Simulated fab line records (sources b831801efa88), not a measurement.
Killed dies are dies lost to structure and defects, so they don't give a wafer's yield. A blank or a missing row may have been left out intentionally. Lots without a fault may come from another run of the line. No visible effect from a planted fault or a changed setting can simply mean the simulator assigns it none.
Problem report in the 8D (eight disciplines) form, filled by code / flow sky130 / the parts of the form that need people (team, actions taken, sign-off) are left out
Where a reading is given only as a bound, like >300, the bound stands for it, and a mean or a difference that rests on one is marked > or <: the true number lies beyond.

## 1. WHAT WENT WRONG
CAPM_TIN_THK at SKY_CAPM_THK_MEAS_04 reads a mean of <0.0 nm on 6 wafers of 2 lots; wafers without a fault read 200.0 nm with a standard deviation of 2.3. That is <-87 standard deviations from the usual mean.
The step: measures by xrf.
The first sign was on wafer L204.4 at day 39 12:47, on film_metro-02. The record holds 30 wafers of 10 lots with a number at this step. By rule, "out" or "out of limits" means more than 4 standard deviations away from the usual mean. The other wafers with a number count as sound.

## 2. WHAT IT IS, AND WHAT IT ISN'T
question=which readings at this step | is=CAPM_TIN_THK | is not=-
question=which lots | is=L204, L205 | is not=L194, L196, L202, L206, L208, L209, L212, L214
question=which wafers of those lots | is=all that have a number | is not=-
question=read on which gauges | is=film_metro-02, film_metro-03 | is not=film_metro-04
question=when | is=from day 39 12:47 | is not=up to then (9 sound wafers); but 15 sound wafers of L206, L208, L209, L212, L214 came after

## 3. WHAT RULES OUT EACH SUSPECT
Counting: any tool at a process step up to the reading is kept as a suspect provided that every lot that is out went through it and no sound lot did after the first of them.
- the gauge at SKY_CAPM_THK_MEAS_04 has been ruled out. 2 gauges (film_metro-02, film_metro-03) read the wafers that are out.
- pvd_sputter-04 at SKY_CAPM_SPUTTER_02 (material TiN, target thk 200 nm, time 166.7 s): ruled out as a lasting fault. Following L204 (day 39 12:31), the first lot on it that is out, the sound lots L206, L208, L209, L212, L214 were run on it.
Left after counting: nothing in the record.

## 4. THE CAUSE (what the simulator had put in)
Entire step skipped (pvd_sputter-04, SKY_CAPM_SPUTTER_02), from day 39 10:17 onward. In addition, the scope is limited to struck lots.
The count ruled it out by mistake, since the rule takes a fault to strike every lot its tool runs from the start of the fault on, and this one did not do so.

## 5. SEQUENCE OF EFFECTS, ordered by route
Rows list readings where the struck wafers' mean (over those with a number) sits beyond 3 standard deviations from the usual. Only readings for which the record gives a usual standard deviation are gone through. hours: the time from each lot's start at the first step in this table that gives one to its start at this step, as a median over the lots. sigmas: the change in usual standard deviations.
hours=0; step=SKY_CAPM_THK_MEAS_04; reading=CAPM_TIN_THK; usual=200.0 nm; on struck wafers=<0.0; change=<-200.0; sigmas=<-87
hours=212; step=SKY_PAD_OPEN_PROBE_99; reading=defect_limited_yield; usual=82.5 %; on struck wafers=0.0; change=-82.5; sigmas=-43
hours=212; step=SKY_PAD_OPEN_PROBE_99; reading=killed_at_M0_to_M3; usual=43; on struck wafers=7; change=-36; sigmas=-4.7
hours=212; step=SKY_PAD_OPEN_PROBE_99; reading=killed_at_contacts; usual=24; on struck wafers=6; change=-18; sigmas=-3.4
hours=212; step=SKY_PAD_OPEN_PROBE_99; reading=killed_at_other; usual=0.3; on struck wafers=475.0; change=+474.7; sigmas=+99 or more
hours=212; step=SKY_PAD_OPEN_PROBE_99; reading=killed_dies; usual=86; on struck wafers=492; change=+406; sigmas=+43
hours=212; step=SKY_PAD_OPEN_PROBE_99; reading=killed_on_rim; usual=17; on struck wafers=96; change=+79; sigmas=+20
hours=212; step=SKY_PAD_OPEN_PROBE_99; reading=killed_open; usual=47; on struck wafers=10; change=-36; sigmas=-5.2
hours=212; step=SKY_PAD_OPEN_PROBE_99; reading=killed_short; usual=39; on struck wafers=6; change=-33; sigmas=-5.1
hours=212; step=SKY_PAD_OPEN_PROBE_99; reading=sort_bin_3_pad_short; usual=0.9 %; on struck wafers=25.4; change=+24.5; sigmas=+61
hours=212; step=SKY_PAD_OPEN_PROBE_99; reading=sort_bin_5_function; usual=10.3 %; on struck wafers=72.5; change=+62.2; sigmas=+39
hours=212; step=SKY_PAD_OPEN_PROBE_99; reading=sort_bin_6_memory; usual=6.2 %; on struck wafers=2.2; change=-4.0; sigmas=-3.7
hours=212; step=SKY_PAD_OPEN_PROBE_99; reading=sort_n_pass; usual=406; on struck wafers=0; change=-406; sigmas=-43
hours=212; step=SKY_PAD_OPEN_PROBE_99; reading=sort_yield_pct; usual=82.5 %; on struck wafers=0.0; change=-82.5; sigmas=-43
Process steps it contains:
- SKY_PAD_OPEN_PROBE_99
Readings that are blank on the struck wafers while sound wafers have them: cathode_dc_power_W at SKY_CAPM_SPUTTER_02; chamber_pressure_pa at SKY_CAPM_SPUTTER_02; substrate_temp_c at SKY_CAPM_SPUTTER_02; throttle_valve_pct at SKY_CAPM_SPUTTER_02; CAPM_TIN_RS at SKY_CAPM_RS_MEAS_03.

## 6. HOW IT WOULD HAVE BEEN CAUGHT EARLIER
Counted from the fault's start at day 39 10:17, it took 2 hours until the first out-of-limits reading at a measuring or inspecting step in this record, taken at day 39 12:47.
Between SKY_CAPM_SPUTTER_02 and SKY_CAPM_THK_MEAS_04, SKY_CAPM_RS_MEAS_03 gave no CAPM_TIN_RS on the struck wafers, where sound wafers have one: a measuring or inspecting step that comes back empty is itself a sign.
At SKY_CAPM_SPUTTER_02 the tool's readings are blank on the struck wafers, where sound wafers have them: an empty tool record is the first sign, and it was there at once.
